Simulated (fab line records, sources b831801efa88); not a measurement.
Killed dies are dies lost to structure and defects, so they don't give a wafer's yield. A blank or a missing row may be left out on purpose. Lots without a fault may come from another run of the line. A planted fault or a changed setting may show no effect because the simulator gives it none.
Which tool did it? | flow sky130 | 11 lots, 33 wafers sampled, at 5 steps of a route of 708

WHAT THE GAUGES READ, wafer by wafer
SKY_CAPM_OVL_MEAS_12. Usual: CAPM_OVL 0.1 nm, standard deviation 1.4.
lot  | measured     | on         | CAPM_OVL (nm)  | flag
L427 | day 38 17:22 | overlay-01 | 0.8 -1.0 0.7   |
L431 | day 40 03:30 | overlay-01 | 0.9 0.0 0.9    |
L432 | day 40 09:14 | overlay-02 | 0.0 0.1 0.1    |
L433 | day 40 16:02 | overlay-01 | 0.5 1.7 0.8    |
L439 | day 42 03:15 | overlay-02 | 1.9 -1.0 0.4   |
L442 | day 43 18:28 | overlay-01 | 0.1 1.8 0.0    |
L443 | day 43 21:05 | overlay-02 | 0.8 -2.0 -1.5  |
L440 | day 43 22:18 | overlay-02 | -0.5 0.2 -0.1  |
L444 | day 44 00:23 | overlay-02 | 1.6 0.7 1.0    |
L445 | day 44 02:03 | overlay-02 | 0.9 -0.2 -2.3  |
L446 | day 44 05:34 | overlay-02 | -1.6 -1.0 -0.7 |

SKY_METAL3_CD_MEAS_13: target cd 300 nm. Usual: cd_nm 299.7 nm, standard deviation 1.5.
lot  | measured     | on        | cd_nm (nm)        | flag
L427 | day 39 18:32 | cd_sem-01 | 299.0 299.7 298.5 |
L431 | day 41 04:46 | cd_sem-02 | 298.2 299.3 299.1 |
L432 | day 41 10:14 | cd_sem-01 | 300.1 300.7 300.6 |
L433 | day 41 17:55 | cd_sem-01 | 300.8 301.4 299.5 |
L439 | day 43 04:50 | cd_sem-01 | 296.9 297.7 297.0 |
L442 | day 44 16:28 | cd_sem-02 | 298.5 298.2 298.6 |
L443 | day 44 18:03 | cd_sem-02 | 302.9 300.0 298.9 |
L440 | day 44 18:40 | cd_sem-01 | 301.9 302.5 301.4 |
L444 | day 44 19:56 | cd_sem-02 | 299.4 300.3 298.6 |
L445 | day 44 22:22 | cd_sem-01 | 298.2 298.3 299.5 |
L446 | day 45 02:55 | cd_sem-02 | 299.8 301.2 299.3 |

SKY_VIA3_BOW_MEAS_03. Usual: VIA3_BOW 80 um, standard deviation 6.9.
lot  | measured     | on            | VIA3_BOW (um) | flag
L427 | day 39 20:10 | film_metro-02 | 87 80 82      |
L431 | day 41 06:26 | film_metro-02 | 140 115 136   | OFF
L432 | day 41 11:50 | film_metro-03 | 127 108 105   | OFF
L433 | day 41 19:50 | film_metro-03 | 130 136 125   | OFF
L439 | day 43 06:28 | film_metro-04 | 91 85 74      |
L442 | day 44 18:05 | film_metro-02 | 82 75 85      |
L443 | day 44 19:53 | film_metro-03 | 83 77 72      |
L440 | day 44 20:20 | film_metro-02 | 91 76 83      |
L444 | day 44 21:33 | film_metro-03 | 70 84 69      |
L445 | day 44 23:58 | film_metro-03 | 93 91 91      |
L446 | day 45 04:31 | film_metro-04 | 75 85 87      |

WHICH TOOL RAN EACH LOT (tool, then ch and the chambers of the sampled wafers, then the start)
lot  | SKY_CAPM_METAL_ETCH_13            | SKY_VIA3_CMP_02
L427 | rie_metal-03 ch 0,1, day 38 17:25 | cmp-01 ch 0,1,3, day 39 19:52
L431 | rie_metal-03 ch 0, day 40 03:32   | cmp-02 ch 2,3, day 41 06:08
L432 | rie_metal-01 ch 1, day 40 09:20   | cmp-01 ch 0,1,2, day 41 11:35
L433 | rie_metal-03 ch 0,1, day 40 16:05 | cmp-02 ch 0,1,2, day 41 19:30
L439 | rie_metal-02 ch 0,1, day 42 03:17 | cmp-01 ch 0,2, day 43 06:10
L442 | rie_metal-02 ch 0,1, day 43 18:31 | cmp-02 ch 1,2, day 44 17:47
L443 | rie_metal-03 ch 0,1, day 43 21:07 | cmp-02 ch 0,1,2, day 44 19:37
L440 | rie_metal-02 ch 0,1, day 43 22:20 | cmp-01 ch 1,2,3, day 44 20:02
L444 | rie_metal-02 ch 0,1, day 44 00:25 | cmp-01 ch 0,1,2, day 44 21:20
L445 | rie_metal-01 ch 0,1, day 44 02:05 | cmp-01 ch 0,1,3, day 44 23:43
L446 | rie_metal-03 ch 0,1, day 44 05:37 | cmp-02 ch 0,1,2, day 45 04:16
- SKY_CAPM_METAL_ETCH_13: etches TiN in Cl2/BCl3, stops on SiO2, target depth 220 nm, time 62.9 s.
- SKY_VIA3_CMP_02: polishes SiO2.

WHAT THE TOOLS THEMSELVES READ (means of the sampled wafers that have a number; where no wafer has one, the mark that the record gives instead)
SKY_CAPM_METAL_ETCH_13. Usual: drypump_motor_current_A 5.5 A, standard deviation 0.61; oes_product_au 0.943 a.u., standard deviation 0.0083; rf_fwd_power_W 868 W, standard deviation 3; throttle_valve_pct 21.901 %, standard deviation 0.0094.
lot  | tool         | drypump_motor_current_A (A) | oes_product_au (a.u.) | rf_fwd_power_W (W) | throttle_valve_pct (%) | flag
L427 | rie_metal-03 | 5.1                         | 0.936                 | 870                | 21.900                 |
L431 | rie_metal-03 | 5.0                         | 0.937                 | 870                | 21.907                 |
L432 | rie_metal-01 | 6.3                         | 0.934                 | 871                | 21.911                 |
L433 | rie_metal-03 | 5.1                         | 0.943                 | 872                | 21.898                 |
L439 | rie_metal-02 | 5.8                         | 0.954                 | 869                | 21.901                 |
L442 | rie_metal-02 | 5.8                         | 0.945                 | 870                | 21.905                 |
L443 | rie_metal-03 | 5.2                         | 0.931                 | 867                | 21.905                 |
L440 | rie_metal-02 | 5.8                         | 0.936                 | 867                | 21.890                 |
L444 | rie_metal-02 | 5.8                         | 0.937                 | 869                | 21.904                 |
L445 | rie_metal-01 | 6.1                         | 0.954                 | 873                | 21.893                 |
L446 | rie_metal-03 | 5.1                         | 0.942                 | 865                | 21.909                 |

SKY_VIA3_CMP_02. Usual: edge_zone_pressure_frac 1.000, standard deviation 0.0052; head_pressure_psi 3.999 psi, standard deviation 0.0078; motor_current_A 12.4 A, standard deviation 1.1; retaining_ring_pressure_frac 1.000, standard deviation 0.0052.
lot  | tool   | edge_zone_pressure_frac | head_pressure_psi (psi) | motor_current_A (A) | retaining_ring_pressure_frac | flag
L427 | cmp-01 | 0.998                   | 4.002                   | 13.3                | 1.005                        |
L431 | cmp-02 | -                       | -                       | -                   | -                            | OFF
L432 | cmp-01 | -                       | -                       | -                   | -                            | OFF
L433 | cmp-02 | -                       | -                       | -                   | -                            | OFF
L439 | cmp-01 | 1.000                   | 3.993                   | 12.3                | 1.002                        |
L442 | cmp-02 | 1.000                   | 4.002                   | 11.6                | 0.996                        |
L443 | cmp-02 | 1.001                   | 4.003                   | 12.0                | 0.995                        |
L440 | cmp-01 | 1.000                   | 3.999                   | 12.4                | 1.000                        |
L444 | cmp-01 | 1.001                   | 3.996                   | 13.1                | 1.004                        |
L445 | cmp-01 | 1.001                   | 3.995                   | 12.9                | 1.000                        |
L446 | cmp-02 | 1.000                   | 3.998                   | 11.7                | 1.002                        |

THE ANSWER, worked out from the rows above alone
Rule: a lot is off if the mean of its wafers that have a number lies more than 3 standard deviations from the usual mean. A lot without any number at a reading at which 4 lots or more have one is off too. The other lots that the step has rows for count as sound. The gauges are gone through in route order, then the tools' own readings, and for those a lot's mean is taken as printed above. The first step at which some lot is off is used, and at that step the reading that is off furthest; a lot without a number counts as furthest.
Off: L431, L432, L433, at SKY_VIA3_BOW_MEAS_03 (VIA3_BOW).
A tool fits if, at a process step before that reading, it ran every lot that is off, and no sound lot after the first of them. The gauges at SKY_VIA3_BOW_MEAS_03 aren't tried: what is off there is off at SKY_VIA3_CMP_02 too, on other tools, and a gauge's error can't cause that. None of those tried fits.

WHAT THE SIMULATOR HAD PUT IN
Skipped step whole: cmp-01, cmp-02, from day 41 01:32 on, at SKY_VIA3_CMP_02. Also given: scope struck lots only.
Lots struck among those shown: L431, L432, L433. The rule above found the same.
